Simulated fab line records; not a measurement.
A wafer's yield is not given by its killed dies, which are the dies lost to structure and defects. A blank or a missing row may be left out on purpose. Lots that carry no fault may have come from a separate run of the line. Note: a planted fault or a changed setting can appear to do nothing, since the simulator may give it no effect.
A lot that was struck, set against a sound lot    flow sky130    23 out of 708 route steps
Sound: these wafers, L819.2, L819.3, L819.6. Struck: wafer L810.6 (left out: L810.2, L810.5 of the same lot, which were not struck); the cause appears at the end.
Per side, at each step with rows, come the tool, then ch with its chambers, and then its first start. Under that, the readings that differ: sound wafers    struck wafers    difference of the means    sigmas: that difference in standard deviations of wafers without a fault.
alike: readings whose means differ by less than 2 such deviations, and words and numbers that are the same on both sides. not compared: withheld readings, readings that some wafer has no value for, bounds like >300 that may hide the same value, and numbers for which the record gives no deviation and whose values overlap.
A row with sigmas, a row that says differs or no value, or rows on one side alone: a step with any of these is where the two part. When numbers do not overlap yet have no deviation, they are printed without sigmas and do not part them. A reading that every wafer of one side lacks parts them only if that side has two wafers or more.

SKY_LOCAL_INTERCONNECT_STRIP_15: strips in O2/N2.
  sound on plasmaAsher-01 ch 0,1, day 35 02:43; struck on plasmaAsher-02 ch 1, day 32 00:51
  alike: drypumpMotorCurrentA, o2FlowSccm, oesProductAu, stripTimeToEndpointS
  not compared: rfHoursCounterH
then, 3 steps without rows for these wafers: SKY_LOCAL_INTERCONNECT_STRIP_16 (strips in post etch residue remover, time 1200 s); SKY_LOCAL_INTERCONNECT_CLEAN_17 (cleans in IPA, time 180 s); SKY_LOCAL_INTERCONNECT_CLEAN_18 (cleans in O3/DIW).
SKY_CONTACT_CVD_00: deposits Si3N4, target thk 75 nm.
  sound on pecvd-04 ch 0,1,2, day 35 03:19; struck on pecvd-04 ch 2, day 32 01:27
  alike: heaterPowerW, susceptorTempC
SKY_CONTACT_THK_MEAS_01:
  struck on filmMetro-04, day 32 01:29; sound on filmMetro-03, day 35 03:21
  alike: CONTACT_CVD_00_THK
then, 1 step without rows for these wafers: SKY_CONTACT_HDPCVD_02 (deposits SiO2, target thk 565 nm, time 94.2 s).
SKY_CONTACT_THK_MEAS_03:
  struck on filmMetro-03, day 32 01:37; sound on filmMetro-01, day 35 03:29
  alike: CONTACT_HDPCVD_THK
SKY_CONTACT_CMP_04: polishes SiO2.
  sound on cmp-01 ch 1,2, day 35 03:32; struck on cmp-01 ch 3, day 32 03:33
  alike: edgeZonePressureFrac, headPressurePsi, motorCurrentA, timeToEndpointS
SKY_CONTACT_BOW_MEAS_05:
  struck on filmMetro-03, day 32 03:52; sound on filmMetro-04, day 35 03:51
  alike: CONTACT_BOW
then, 2 steps without rows for these wafers: SKY_CONTACT_DEHYDRATE_06 (time 60 s); SKY_CONTACT_HMDS_07 (prime time 60 s).
SKY_CONTACT_COAT_08: resist thk 60 nm.
  sound on lithoTrack-02 ch 0, day 35 16:31; struck on lithoTrack-01 ch 0, day 32 17:09
then, 5 steps without rows for these wafers: SKY_CONTACT_COAT_09 (resist thk 450 nm); SKY_CONTACT_SOFTBAKE_10 (time 90 s); SKY_CONTACT_EXPOSE_11 (exposes mask CTM1, target cd 170 nm); SKY_CONTACT_PEB_12; SKY_CONTACT_DEVELOP_13 (develop time 60 s).
SKY_CONTACT_CD_MEAS_14: target cd 170 nm.
  struck on cdSem-01, day 33 06:44; sound on cdSem-01, day 36 05:45
  alike: cdNm
SKY_CONTACT_OVL_MEAS_15:
  struck on overlay-01, day 33 06:51; sound on overlay-02, day 36 05:52
  alike: CONTACT_OVL
SKY_CONTACT_ETCH_16: etches BARC in N2/H2, stops on SiO2, time 45.9 s, target depth 60 nm.
  sound on rieDiel-04 ch 0,1,2, day 36 05:53; struck on rieDiel-03 ch 3, day 33 06:53
reading                  sound              struck  difference  sigmas
oesProductAu (a.u.)      0.853 0.853 0.858  0.872   +0.017      +4
model.etch.depthNm (nm)  59.86 59.7 59.9    62.09   +2.27       
  alike: drypumpMotorCurrentA, throttleValvePct
  not compared: rfHoursCounterH
SKY_CONTACT_ETCH_17: etches SiO2 in C4F8/O2/Ar, stops on Si3N4, target depth 340 nm.
  sound on rieDiel-04 ch 0,1,2, day 36 05:56; struck on rieDiel-03 ch 3, day 33 06:55
  alike: oesProductAu
-- the record jumps here: 14 days lie between the struck wafers' starts before and after (it left off in module CONTACT and takes up again in module PAD_OPEN, whose first step shown is number 708 of the route) --
SKY_PAD_OPEN_PROBE_99:
  struck on prober-02, day 46 23:56; sound on prober-01, day 49 05:58
reading           sound     struck  difference  sigmas
killedAtFrontEnd  11 12 16  26      +13         +3
  alike: killed_at_M0_to_M3, killed_at_M4_up, killedAtContacts, killedAtOther, killedDies, killedOpen, killedShort

== WHERE THEY PART ==
First at SKY_CONTACT_ETCH_16; last, within this record, at SKY_PAD_OPEN_PROBE_99.

WHY: what the simulator had put in
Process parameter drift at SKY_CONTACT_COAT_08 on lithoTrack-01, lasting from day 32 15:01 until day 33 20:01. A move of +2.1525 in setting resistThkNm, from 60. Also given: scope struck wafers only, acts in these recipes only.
